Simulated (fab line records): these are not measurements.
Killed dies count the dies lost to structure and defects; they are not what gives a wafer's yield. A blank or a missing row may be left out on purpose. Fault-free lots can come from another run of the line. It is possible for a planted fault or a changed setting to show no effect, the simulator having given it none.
Tool commonality check | flow gf180mcu | Sample size 13 lots and 39 wafers

## WHY IT WAS OPENED
2 of 13 lots carry a flag on the reading MVPSD_RS at GF_VT_IMPLANT_RS_MEAS_49. Fault-free wafers read 1168.6 ohm/sq, with a standard deviation of 2.5.
Rule: flag the lot when none of its wafers has a number, or when each of its wafers that has one lies beyond 4 standard deviations from that mean. As for the other lots, they are considered sound.

lot  | measured     | on           | MVPSD_RS (ohm/sq), wafer by wafer | flag
L341 | day 7 14:07  | filmMetro-04 | 1172.3 1172.7 1168.8              | 
L342 | day 7 21:56  | filmMetro-01 | 1167.7 1168.1 1167.6              | 
L343 | day 8 05:17  | filmMetro-02 | 1165.3 1167.3 1164.5              | 
L344 | day 8 12:41  | filmMetro-01 | 1165.1 1164.6 1164.5              | 
L345 | day 8 20:21  | filmMetro-02 | 1169.2 1166.4 1167.4              | 
L346 | day 9 00:38  | filmMetro-02 | 1170.8 1169.1 1168.7              | 
L347 | day 9 08:52  | filmMetro-01 | 1169.9 1167.7 1170.4              | 
L351 | day 10 11:58 | filmMetro-04 | 1171.1 1175.4 1175.5              | 
L355 | day 11 12:41 | filmMetro-04 | 1208.4 1203.3 1205.2              | FLAGGED
L356 | day 12 03:09 | filmMetro-02 | 1198.2 1206.4 1205.4              | FLAGGED
L357 | day 12 06:42 | filmMetro-02 | 1167.1 1171.0 1169.3              | 
L359 | day 12 21:15 | filmMetro-01 | 1169.6 1171.0 1170.5              | 
L361 | day 13 07:20 | filmMetro-02 | 1168.8 1167.9 1169.4              | 
The mean of the flagged lots' numbers is 1204.5 ohm/sq, +35.9 ohm/sq from the usual (+14 standard deviations).

## WHICH TOOL RAN EACH LOT
The record holds 2 process steps before the reading, out of a route of 602 steps. Read each cell as the tool, then ch plus the chambers that the sampled wafers visited, then the start.
lot  | flag    | GF_MVPSD_IMPLANT_08             | GF_VT_IMPLANT_STRIP_20
L341 |         | implanter-04 ch 0, day 5 01:12  | plasmaAsher-01 ch 0,1, day 6 06:29
L342 |         | implanter-03 ch 0, day 5 07:28  | plasmaAsher-01 ch 1, day 6 13:32
L343 |         | implanter-04 ch 0, day 5 13:20  | plasmaAsher-03 ch 0,1, day 6 19:33
L344 |         | implanter-04 ch 0, day 5 20:16  | plasmaAsher-01 ch 0, day 7 02:56
L345 |         | implanter-04 ch 0, day 6 02:18  | plasmaAsher-02 ch 0,1, day 7 10:15
L346 |         | implanter-03 ch 0, day 6 06:49  | plasmaAsher-01 ch 0,1, day 7 14:20
L347 |         | implanter-01 ch 0, day 6 14:18  | plasmaAsher-02 ch 0,1, day 7 21:53
L351 |         | implanter-03 ch 0, day 7 13:12  | plasmaAsher-02 ch 0,1, day 8 23:30
L355 | FLAGGED | implanter-03 ch 0, day 8 12:14  | plasmaAsher-02 ch 0,1, day 9 23:34
L356 | FLAGGED | implanter-03 ch 0, day 9 00:11  | plasmaAsher-01 ch 0,1, day 10 12:02
L357 |         | implanter-04 ch 0, day 9 03:09  | plasmaAsher-02 ch 0,1, day 10 15:30
L359 |         | implanter-04 ch 0, day 9 16:24  | plasmaAsher-01 ch 0,1, day 11 05:45
L361 |         | implanter-04 ch 0, day 10 01:39 | plasmaAsher-02 ch 0,1, day 11 15:08
What is done by these steps:
- GF_MVPSD_IMPLANT_08
- GF_VT_IMPLANT_STRIP_20: strips in O2/N2.
- GF_VT_IMPLANT_RS_MEAS_49: measures by four-point-probe.

## FLAGGED OVER TOTAL, TOOL BY TOOL (the gauges that took the reading come last)
step                     | tool           | lots run | flagged | share of the flagged lots | sound lots run after its first flagged lot
GF_MVPSD_IMPLANT_08      | implanter-01   | 1        | 0       | none                      | -
GF_MVPSD_IMPLANT_08      | implanter-03   | 5        | 2       | all                       | 0
GF_MVPSD_IMPLANT_08      | implanter-04   | 7        | 0       | none                      | -
GF_VT_IMPLANT_STRIP_20   | plasmaAsher-01 | 6        | 1       | some                      | 1 (L359)
GF_VT_IMPLANT_STRIP_20   | plasmaAsher-02 | 6        | 1       | some                      | 2 (L357,L361)
GF_VT_IMPLANT_STRIP_20   | plasmaAsher-03 | 1        | 0       | none                      | -
GF_VT_IMPLANT_RS_MEAS_49 | filmMetro-01   | 4        | 0       | none                      | -
GF_VT_IMPLANT_RS_MEAS_49 | filmMetro-02   | 6        | 1       | some                      | 2 (L357,L361)
GF_VT_IMPLANT_RS_MEAS_49 | filmMetro-04   | 3        | 1       | some                      | 0

## WHAT THE TABLE PERMITS
1 row of the table ran every flagged lot: implanter-03 at GF_MVPSD_IMPLANT_08.
- implanter-03 at GF_MVPSD_IMPLANT_08: 2 of its 5 lots flagged. Last sound lot L351 at day 7 13:12, first flagged lot L355 at day 8 12:14; a fault beginning in between fits.
implanter-03 at GF_MVPSD_IMPLANT_08 is the single tool remaining.

## WHAT THE SIMULATOR PUT IN
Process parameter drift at GF_MVPSD_IMPLANT_08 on implanter-03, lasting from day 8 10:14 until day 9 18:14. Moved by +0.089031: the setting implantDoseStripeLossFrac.
Struck lots among those shown: L355, L356. Same finding as the rule above.
